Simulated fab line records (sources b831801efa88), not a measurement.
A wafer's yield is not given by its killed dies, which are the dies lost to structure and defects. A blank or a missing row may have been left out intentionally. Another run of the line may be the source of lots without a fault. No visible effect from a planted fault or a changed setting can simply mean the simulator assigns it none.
Matching of chambers | flow sky130 | SKY_FIELD_ISO_ETCH_15 on rie_diel-04 has 4 sister chambers
The step etches the open film in CHF3/O2, stops on Si, target depth 180 nm, time 72 s. 14 wafers are shown with their chamber, then 7 later ones without.

== WAFERS PAIRED WITH THEIR CHAMBERS ==
wafer  | chamber | oes_product_au (a.u.) | chamber_pressure_mTorr (mTorr) | throttle_valve_pct (%)
L075.3 | 0       | 0.949                 | 39.95                          | 8.837
L075.5 | 1       | 0.948                 | 39.97                          | 8.843
L075.6 | 0       | 0.956                 | 39.96                          | 8.868
L080.2 | 0       | 0.948                 | 40.03                          | 8.853
L080.3 | 2       | 0.944                 | 39.92                          | 8.864
L080.4 | 3       | 0.942                 | 40.04                          | 8.845
L084.4 | 0       | 0.933                 | 40.07                          | 8.833
L084.5 | 2       | 0.937                 | 40.06                          | 8.841
L084.6 | 3       | 0.939                 | 40.00                          | 8.831
L089.2 | 3       | 0.943                 | 40.02                          | 8.847
L089.4 | 0       | 0.941                 | 40.00                          | 8.833
L089.6 | 3       | 0.935                 | 40.03                          | 8.844
L094.3 | 2       | 0.938                 | 40.00                          | 8.840
L094.4 | 3       | 0.942                 | 40.01                          | 8.838

SIGNATURES (averages over the wafers above)
reading                | chamber 0 | chamber 1 | chamber 2 | chamber 3 | scatter within a chamber
oes_product_au         | 0.94540   | 0.94800   | 0.93967   | 0.94020   | 0.00614
chamber_pressure_mTorr | 40.0020   | 39.9700   | 39.9933   | 40.0200   | 0.0455
throttle_valve_pct     | 8.84480   | 8.84300   | 8.84833   | 8.84100   | 0.0122
Rule: a wafer's distance from a chamber is the root of the sum, over the readings, of the square of ((its reading less the chamber's mean) divided by the reading's scatter). The wafer belongs to the nearest chamber; if the next one is less than 2 further off, it can't be placed. How the scatter is found: for the shown wafers, subtract from each reading the mean of its chamber, square and add these, divide the total by (wafers less chambers), then take the root.

== WAFERS MISSING THEIR CHAMBER ==
wafer  | oes_product_au (a.u.) | chamber_pressure_mTorr (mTorr) | throttle_valve_pct (%)
L094.5 | 0.932                 | 40.00                          | 8.832
L095.1 | 0.946                 | 39.96                          | 8.853
L095.2 | 0.946                 | 39.99                          | 8.832
L095.3 | 0.931                 | 39.98                          | 8.824
L097.1 | 0.943                 | 40.02                          | 8.850
L097.3 | 0.947                 | 39.96                          | 8.838
L097.4 | 0.949                 | 39.88                          | 8.863

== CHAMBER TAKEN BY EACH ==
wafer  | from the rows above               | in truth
L094.5 | can't be placed: 3 or 2 or 0 or 1 | 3
L095.1 | can't be placed: 1 or 0 or 2 or 3 | 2
L095.2 | can't be placed: 1 or 0 or 3 or 2 | 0
L095.3 | can't be placed: 3 or 2 or 0 or 1 | 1
L097.1 | can't be placed: 0 or 2 or 3 or 1 | 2
L097.3 | can't be placed: 1 or 0 or 2 or 3 | 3
L097.4 | can't be placed: 1 or 0 or 2 or 3 | 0
0 of 7 placed correctly. Can't be placed from these rows: 7 (the true chamber is among the candidates in 7). Placed wrongly: 0.
